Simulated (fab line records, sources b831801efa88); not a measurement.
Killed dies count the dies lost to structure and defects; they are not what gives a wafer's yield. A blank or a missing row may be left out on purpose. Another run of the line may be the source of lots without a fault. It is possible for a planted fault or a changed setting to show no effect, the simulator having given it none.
fab line records    flow sky130
record: lots: 11  wafers: 33  last-day: 50
route steps=708 shown FIELD_ISO@17 NWELL@64 SD_N@350 LI_CONTACT@365
lots that met no fault: from a run of the same line without faults
start-h: hours from the record's opening day to when the first of the lot's shown wafers began    wait-h: time in hours since the lot's previous step    " the same as in the row above    L1.1+2: one row covering several wafers at once    - no value present, or no start provided    * or withheld: withheld    < > ~ a bound
route shown NAME@n: names a module that has steps shown in the file, with the first one's number in the route    usual: mean and standard deviation over wafers with no fault    same: alike in all rows    chamber/n: place in a boat    sites: the reading at each site    _std_site: how widely they spread, as a standard deviation    _edge_site: mean of outer sites minus mean of inner sites    radius-mm: how far each site lies from the wafer's centre    mask NAME#n: copy n    behind: the tool/chamber that last shaped the wafer    hold: why the lot went on hold/how many hours it stayed there/how the hold came to an end    device: the n, p or np transistor that did not switch    end of line: tests of these same wafers at the route's end    step lacking rows: just its recipe    killed: dies lost to structure and defects at the first sort, not the wafer's yield    map: dies across one wafer; x = killed, . = not, _ = none there
set.NAME: the setting as run; set.NAME@STEP: as run at that earlier step    model.NAME: the simulator's own value behind a step, which no gauge read
a sample of lots followed through the steps of the route, with each step as a table and each wafer as a row
services: the hour from which a tool's chamber was out of use, counted from the record's first day as start-h (under 0 if before that day), plus the number of hours and why
== steps ==
step: SKY_FIELD_ISO_STRIP_16
recipe: chemistry: O2/N2  power-w: 1400  pressure-mtorr: 1500  platen-temp-c: withheld  o2-flow-sccm: 3000  n2-flow-sccm: 300  overash-fraction: 0.5
usual: drypump-motor-current-A: 5.8/0.34  oes-product-au: 0.379/0.0046  strip-time-to-endpoint-s: 3.560/0.028
lot.wafer  tool             chamber  start-h  wait-h  drypump-motor-current-A  oes-product-au  rf-hours-counter-h  strip-time-to-endpoint-s
L829.1     plasma-asher-01  1        49.70    0.0     6.0                      0.375           33                  3.593
L829.3     "                0        "        "       5.9                      0.379           -                   3.579
L829.4     "                1        "        "       5.9                      0.373           -                   3.532
L830.3     plasma-asher-01  0        56.52    0.1     5.9                      0.384           -                   3.569
L830.4     "                1        "        "       5.9                      0.382           -                   3.543
L830.6     "                0        "        "       5.9                      0.380           -                   3.553
L831.3     plasma-asher-03  1        58.87    0.1     5.8                      0.374           -                   3.512
L831.4     "                0        "        "       4.9                      0.380           -                   3.565
L831.6     "                1        "        "       5.8                      0.389           -                   3.580
L832.3     plasma-asher-04  0        64.18    0.1     5.8                      0.381           -                   3.552
L832.5     "                1        "        "       6.0                      0.376           -                   3.530
L832.6     "                0        "        "       5.8                      0.386           -                   3.568
L834.2     plasma-asher-03  1        79.49    0.0     5.8                      0.385           28                  3.588
L834.4     "                0        "        "       4.9                      0.382           -                   3.564
L834.5     "                1        "        "       5.8                      0.386           -                   3.615
L836.1     plasma-asher-04  0        87.79    0.0     5.8                      0.376           42                  3.553
L836.3     "                0        "        "       5.8                      0.389           -                   3.567
L836.4     "                1        "        "       6.0                      0.373           -                   3.523
L840.1     plasma-asher-01  1        108.35   0.0     5.9                      0.380           39                  3.588
L840.2     "                0        "        "       5.8                      0.386           39                  3.581
L840.6     "                1        "        "       5.9                      0.383           -                   3.606
L841.2     plasma-asher-01  1        111.94   0.0     5.9                      0.380           39                  3.547
L841.4     "                1        "        "       5.9                      0.382           -                   3.578
L841.5     "                1        "        "       5.9                      0.381           -                   3.516
L843.4     plasma-asher-04  0        122.68   0.1     5.8                      0.385           -                   3.577
L843.5     "                1        "        "       6.0                      0.376           -                   3.562
L843.6     "                0        "        "       5.8                      0.377           -                   3.592
L846.4     plasma-asher-01  1        137.87   0.1     5.9                      0.378           -                   3.541
L846.5     "                0        "        "       5.8                      0.385           -                   3.520
L846.6     "                1        "        "       5.9                      0.371           -                   3.577
L848.2     plasma-asher-01  1        149.89   0.0     6.0                      0.374           42                  3.540
L848.4     "                1        "        "       5.9                      0.374           -                   3.538
L848.5     "                1        "        "       5.9                      0.379           -                   3.539
step: SKY_NWELL_IMPLANT_11
recipe: species: P  energy-kev: 400  dose-cm2: 1.9e+13  tilt-deg: withheld
usual: beam-energy-keV: 399.97/0.12  dose-ions-cm2: 1.9001e+13/2e+10  faraday-current-uA: 107.4/2.5
lot.wafer  tool          chamber  start-h  wait-h  beam-energy-keV  dose-ions-cm2  faraday-current-uA
L829.1     implanter-01  0        108.11   0.0     399.84           1.901e+13      106.7
L829.3     "             0        "        "       399.77           1.8996e+13     108.1
L829.4     "             0        "        "       399.88           1.8994e+13     107.5
L830.3     implanter-04  0        115.31   0.1     399.74           1.9036e+13     108.8
L830.4     "             0        "        "       399.93           1.9029e+13     107.0
L830.6     "             0        "        "       400.11           1.9015e+13     102.0
L831.3     implanter-04  0        116.66   0.1     399.88           1.9019e+13     106.9
L831.4     "             0        "        "       400.05           1.9021e+13     113.1
L831.6     "             0        "        "       399.98           1.899e+13      109.5
L832.3     implanter-01  0        123.06   0.1     400.02           1.8987e+13     108.4
L832.5     "             0        "        "       400.20           1.9014e+13     105.9
L832.6     "             0        "        "       399.96           1.8989e+13     109.1
L834.2     implanter-04  0        141.48   0.0     399.97           1.9032e+13     110.6
L834.4     "             0        "        "       399.88           1.9006e+13     110.4
L834.5     "             0        "        "       399.93           1.9002e+13     104.1
L836.1     implanter-03  0        154.16   0.0     399.84           1.9011e+13     102.6
L836.3     "             0        "        "       400.01           1.9012e+13     105.6
L836.4     "             0        "        "       399.83           1.9033e+13     110.2
L840.1     implanter-03  0        173.96   0.0     399.74           1.9035e+13     104.6
L840.2     "             0        "        "       400.15           1.8995e+13     112.2
L840.6     "             0        "        "       399.75           1.9027e+13     107.5
L841.2     implanter-04  0        177.23   0.0     400.00           1.9012e+13     107.0
L841.4     "             0        "        "       399.86           1.903e+13      108.5
L841.5     "             0        "        "       399.95           1.9003e+13     106.6
L843.4     implanter-01  0        188.33   0.1     400.01           2.8517e+13     149.9
L843.5     "             0        "        "       400.04           2.8481e+13     160.2
L843.6     "             0        "        "       399.88           2.8517e+13     154.6
L846.4     implanter-01  0        204.63   0.1     399.86           2.8506e+13     158.2
L846.5     "             0        "        "       399.98           2.8472e+13     152.6
L846.6     "             0        "        "       399.89           2.8491e+13     161.2
L848.2     implanter-04  0        222.38   0.0     400.00           1.8995e+13     107.5
L848.4     "             0        "        "       399.81           1.898e+13      105.1
L848.5     "             0        "        "       399.89           1.8969e+13     108.6
step: SKY_NWELL_TW_MEAS_15
usual: NWELL_TW: 1838/12
lot.wafer  tool           chamber  start-h  wait-h  NWELL_TW
L829.1     film-metro-04  -        108.66   0.1     1834
L829.3     "              -        "        "       1830
L829.4     "              -        "        "       1834
L830.3     film-metro-04  -        115.83   0.1     1833
L830.4     "              -        "        "       1836
L830.6     "              -        "        "       1824
L831.3     film-metro-04  -        117.18   0.1     1845
L831.4     "              -        "        "       1834
L831.6     "              -        "        "       1845
L832.3     film-metro-02  -        123.58   0.1     1836
L832.5     "              -        "        "       1836
L832.6     "              -        "        "       1841
L834.2     film-metro-01  -        142.02   0.1     1836
L834.4     "              -        "        "       1837
L834.5     "              -        "        "       1849
L836.1     film-metro-01  -        154.71   0.1     1834
L836.3     "              -        "        "       1838
L836.4     "              -        "        "       1842
L840.1     film-metro-01  -        174.51   0.1     1835
L840.2     "              -        "        "       1855
L840.6     "              -        "        "       1851
L841.2     film-metro-04  -        177.77   0.1     1833
L841.4     "              -        "        "       1833
L841.5     "              -        "        "       1829
L843.4     film-metro-02  -        188.84   0.1     2109
L843.5     "              -        "        "       2114
L843.6     "              -        "        "       2113
L846.4     film-metro-01  -        205.14   0.1     2097
L846.5     "              -        "        "       2100
L846.6     "              -        "        "       2103
L848.2     film-metro-04  -        222.92   0.1     1823
L848.4     "              -        "        "       1836
L848.5     "              -        "        "       1828
step: SKY_NWELL_RS_MEAS_29
recipe: thk-meas-gauge: four-point-probe
usual: NWELL_RS: 625.3/1.7
lot.wafer  tool           chamber  start-h  wait-h  NWELL_RS[ohm/sq]
L829.1     film-metro-01  -        127.43   0.1     627.0
L829.3     "              -        "        "       627.9
L829.4     "              -        "        "       627.1
L830.3     film-metro-02  -        134.61   0.1     626.3
L830.4     "              -        "        "       624.6
L830.6     "              -        "        "       626.4
L831.3     film-metro-04  -        136.56   0.1     622.5
L831.4     "              -        "        "       622.7
L831.6     "              -        "        "       623.2
L832.3     film-metro-01  -        142.61   0.1     626.4
L832.5     "              -        "        "       627.0
L832.6     "              -        "        "       625.6
L834.2     film-metro-04  -        162.39   0.1     624.5
L834.4     "              -        "        "       623.5
L834.5     "              -        "        "       622.1
L836.1     film-metro-02  -        174.92   0.1     625.7
L836.3     "              -        "        "       626.2
L836.4     "              -        "        "       623.9
L840.1     film-metro-02  -        195.68   0.1     624.4
L840.2     "              -        "        "       625.4
L840.6     "              -        "        "       623.9
L841.2     film-metro-02  -        199.40   0.1     624.8
L841.4     "              -        "        "       626.8
L841.5     "              -        "        "       626.1
L843.4     film-metro-01  -        211.04   0.1     502.8
L843.5     "              -        "        "       501.6
L843.6     "              -        "        "       501.6
L846.4     film-metro-04  -        227.19   0.1     502.1
L846.5     "              -        "        "       500.5
L846.6     "              -        "        "       501.2
L848.2     film-metro-01  -        246.64   0.1     627.3
L848.4     "              -        "        "       626.3
L848.5     "              -        "        "       626.8
step: SKY_SD_N_OVL_MEAS_08
usual: SD_N_OVL: -0.8/1.3
lot.wafer  tool        chamber  start-h  wait-h  SD_N_OVL[nm]
L829.1     overlay-02  -        683.84   0.1     -1.1
L829.3     "           -        "        "       -1.2
L829.4     "           -        "        "       -0.3
L831.3     overlay-02  -        689.21   0.1     1.2
L831.4     "           -        "        "       -1.5
L831.6     "           -        "        "       0.3
L830.3     overlay-02  -        692.05   0.1     1.8
L830.4     "           -        "        "       0.4
L830.6     "           -        "        "       2.1
L832.3     overlay-01  -        701.76   0.1     -2.0
L832.5     "           -        "        "       -0.3
L832.6     "           -        "        "       0.0
L834.2     overlay-01  -        726.90   0.1     -1.0
L834.4     "           -        "        "       -1.5
L834.5     "           -        "        "       -0.7
L836.1     overlay-01  -        743.55   0.1     -1.3
L836.3     "           -        "        "       -2.3
L836.4     "           -        "        "       -1.2
L840.1     overlay-02  -        769.10   0.1     -1.9
L840.2     "           -        "        "       -1.0
L840.6     "           -        "        "       -1.2
L841.2     overlay-02  -        771.40   0.1     0.2
L841.4     "           -        "        "       -1.2
L841.5     "           -        "        "       -2.5
L843.4     overlay-01  -        782.71   0.1     -3.6
L843.5     "           -        "        "       -2.4
L843.6     "           -        "        "       -2.7
L846.4     overlay-01  -        806.66   0.1     -0.7
L846.5     "           -        "        "       -2.0
L846.6     "           -        "        "       -2.6
L848.2     overlay-02  -        823.50   0.1     -0.4
L848.4     "           -        "        "       0.1
L848.5     "           -        "        "       -0.1
step: SKY_LI_CONTACT_BOW_MEAS_03
recipe: mode: bow
usual: LI_CONTACT_BOW: 56/6.4
lot.wafer  tool           chamber  start-h  wait-h  LI_CONTACT_BOW[um]
L829.1     film-metro-02  -        685.40   0.1     47
L829.3     "              -        "        "       55
L829.4     "              -        "        "       57
L831.3     film-metro-02  -        690.80   0.1     65
L831.4     "              -        "        "       57
L831.6     "              -        "        "       61
L830.3     film-metro-04  -        693.64   0.3     56
L830.4     "              -        "        "       59
L830.6     "              -        "        "       59
L832.3     film-metro-02  -        703.40   0.2     58
L832.5     "              -        "        "       58
L832.6     "              -        "        "       65
L834.2     film-metro-03  -        728.48   0.1     56
L834.4     "              -        "        "       59
L834.5     "              -        "        "       64
L836.1     film-metro-04  -        745.20   0.1     59
L836.3     "              -        "        "       60
L836.4     "              -        "        "       48
L840.1     film-metro-04  -        770.66   0.2     51
L840.2     "              -        "        "       63
L840.6     "              -        "        "       56
L841.2     film-metro-03  -        772.97   0.2     62
L841.4     "              -        "        "       57
L841.5     "              -        "        "       55
L843.4     film-metro-02  -        784.31   0.2     46
L843.5     "              -        "        "       56
L843.6     "              -        "        "       64
L846.4     film-metro-04  -        808.26   0.3     63
L846.5     "              -        "        "       65
L846.6     "              -        "        "       56
L848.2     film-metro-03  -        825.08   0.3     67
L848.4     "              -        "        "       49
L848.5     "              -        "        "       56
== services ==
tool             chamber  start-h  hours  kind
plasma-asher-01  -        34.54    7.7    repair
plasma-asher-03  -        60.67    6.4    repair
implanter-01     -        65.86    1.7    repair
implanter-04     -        74.75    0.7    repair
plasma-asher-03  -        88.68    14.6   pm
implanter-01     -        114.83   4.7    pm
plasma-asher-01  -        122.45   14.6   pm
plasma-asher-04  -        123.92   31.8   pm
plasma-asher-04  -        155.69   4.3    pm
implanter-03     -        156.07   3.3    repair
implanter-01     -        163.78   3.3    repair
implanter-03     -        165.73   5.3    pm
implanter-04     -        177.72   3.2    repair
implanter-04     -        180.95   3.5    pm
plasma-asher-03  -        182.25   0.7    repair
implanter-03     -        216.51   4.9    repair
== key ==
first-sign: step: SKY_NWELL_IMPLANT_11  reading: dose-ions-cm2  direction: up  sigmas: 99+  usual: *  struck: *
effect: step: SKY_NWELL_IMPLANT_11  reading: faraday-current-uA  direction: up  sigmas: 20  usual: 107.4  struck: 156.1
effect: step: SKY_NWELL_TW_MEAS_15  reading: NWELL_TW  direction: up  sigmas: 22  usual: 1838  struck: 2106
effect: step: SKY_NWELL_RS_MEAS_29  reading: NWELL_RS  direction: down  sigmas: 75  usual: 625.3  struck: 501.6
met-at SKY_NWELL_IMPLANT_11
struck-lots L843,L846
tester-left-out L843,L846
not-acting-at SKY_FIELD_ISO_STRIP_16,SKY_SD_N_OVL_MEAS_08,SKY_LI_CONTACT_BOW_MEAS_03
onset-between 123.06 188.33
fault: kind: process-parameter-drift  tool: implanter-01  chamber: -  onset-h: 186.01  steps: SKY_NWELL_IMPLANT_11  channel: dose-cm2  offset: *  shape: step  end-h: 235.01  acts-in: *  stated: *
tester-left-out: of these lots the tester's yield and bins aren't shown, on N5 and GAA mostly nor the transistor test; their killed dies are dies lost to structure and defects alone, not to doping, threshold or leakage, so they don't give the yield
